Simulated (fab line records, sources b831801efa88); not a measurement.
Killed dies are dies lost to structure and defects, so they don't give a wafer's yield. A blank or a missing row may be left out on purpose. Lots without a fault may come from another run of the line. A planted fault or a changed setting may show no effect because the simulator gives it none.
A struck lot beside a sound one | flow gf180mcu | 16 steps out of a route of 602
Sound: wafers L333.2, L333.3, L333.4. Struck: wafer L344.5. (L344.1 of the same lot was not struck and is left out.) The cause comes at the end.
At each step with rows: each side's tool, then ch and its chambers, then its first start. Under that, the readings that differ: sound wafers | struck wafers | difference of the means | sigmas: that difference in standard deviations of wafers without a fault.
alike: readings whose means differ by less than 2 such deviations, and words and numbers that are the same on both sides. not compared: withheld readings, readings that some wafer has no value for, bounds like >300 that may hide the same value, and numbers for which the record gives no deviation and whose values overlap.
The two part at a step that has a row with sigmas, a row that says differs or no value, or rows on one side only. Numbers that don't overlap but have no deviation are shown without sigmas and don't part them. A reading that every wafer of one side lacks parts them only if that side has two wafers or more.

GF_POLY_GATE_ETCH_13: etches poly-Si in HBr/Cl2, stops on SiO2, target depth 198.5 nm, time 69.6 s.
  sound on rie_si-01 ch 0,1,2, day 9 01:49; struck on rie_si-01 ch 0, day 12 10:40
  alike: drypump_motor_current_A, oes_product_au, throttle_valve_pct
  not compared: rf_hours_counter_h
GF_POLY_GATE_STRIP_14: strips in O2/N2.
  sound on plasma_asher-03 ch 0,1, day 9 01:52; struck on plasma_asher-01 ch 1, day 12 10:44
  alike: drypump_motor_current_A, heater_power_w, n2_flow_sccm, oes_product_au
  not compared: rf_hours_counter_h
then, 2 steps without rows for these wafers: GF_POLY_GATE_CLEAN_15 (cleans in SC1/SC2, time 150 s); GF_POLY_GATE_OXIDATION_16 (stabilise 600 s, purge 300 s, target thk 4 nm).
GF_POLY_GATE_THK_MEAS_17:
  sound on film_metro-02, day 9 03:16; struck on film_metro-02, day 12 12:11
  alike: POLY_GATE_OXIDATION_THK
GF_POLY_GATE_CD_MEAS_18:
  sound on cd_sem-02, day 9 03:21; struck on cd_sem-01, day 12 12:14
  alike: cd_nm
then, 6 steps without rows for these wafers: GF_HV_LDD_DEHYDRATE_00 (time 60 s); GF_HV_LDD_HMDS_01 (prime time 60 s); GF_HV_LDD_COAT_02 (resist thk 1000 nm); GF_HV_LDD_SOFTBAKE_03 (time 60 s); GF_HV_LDD_EXPOSE_04 (exposes mask Nplus LV AREA, target cd 400 nm); GF_HV_LDD_PEB_05.
GF_HV_LDD_DEVELOP_06: develop time 60 s.
  sound on litho_track-04 ch 0, day 9 20:25; struck on litho_track-04 ch 0, day 13 07:57
  alike: developer_temp_C
GF_HV_LDD_CD_MEAS_07: target cd 400 nm.
  sound on cd_sem-01, day 9 20:34; struck on cd_sem-01, day 13 08:06
  reading    | sound             | struck | difference | sigmas
  cd_nm (nm) | 403.1 398.6 401.1 | 387.3  | -13.6      | -7
GF_HV_LDD_OVL_MEAS_08:
  sound on overlay-02, day 9 20:40; struck on overlay-02, day 13 08:13
  alike: HV_LDD_OVL
then, 1 step without rows for these wafers: GF_PASSIVATION_PROBE_99.

WHERE THEY PART
Only at GF_HV_LDD_CD_MEAS_07, within this record. Later steps at which nothing parts them and some readings are alike: GF_HV_LDD_OVL_MEAS_08.

WHY: what the simulator had put in
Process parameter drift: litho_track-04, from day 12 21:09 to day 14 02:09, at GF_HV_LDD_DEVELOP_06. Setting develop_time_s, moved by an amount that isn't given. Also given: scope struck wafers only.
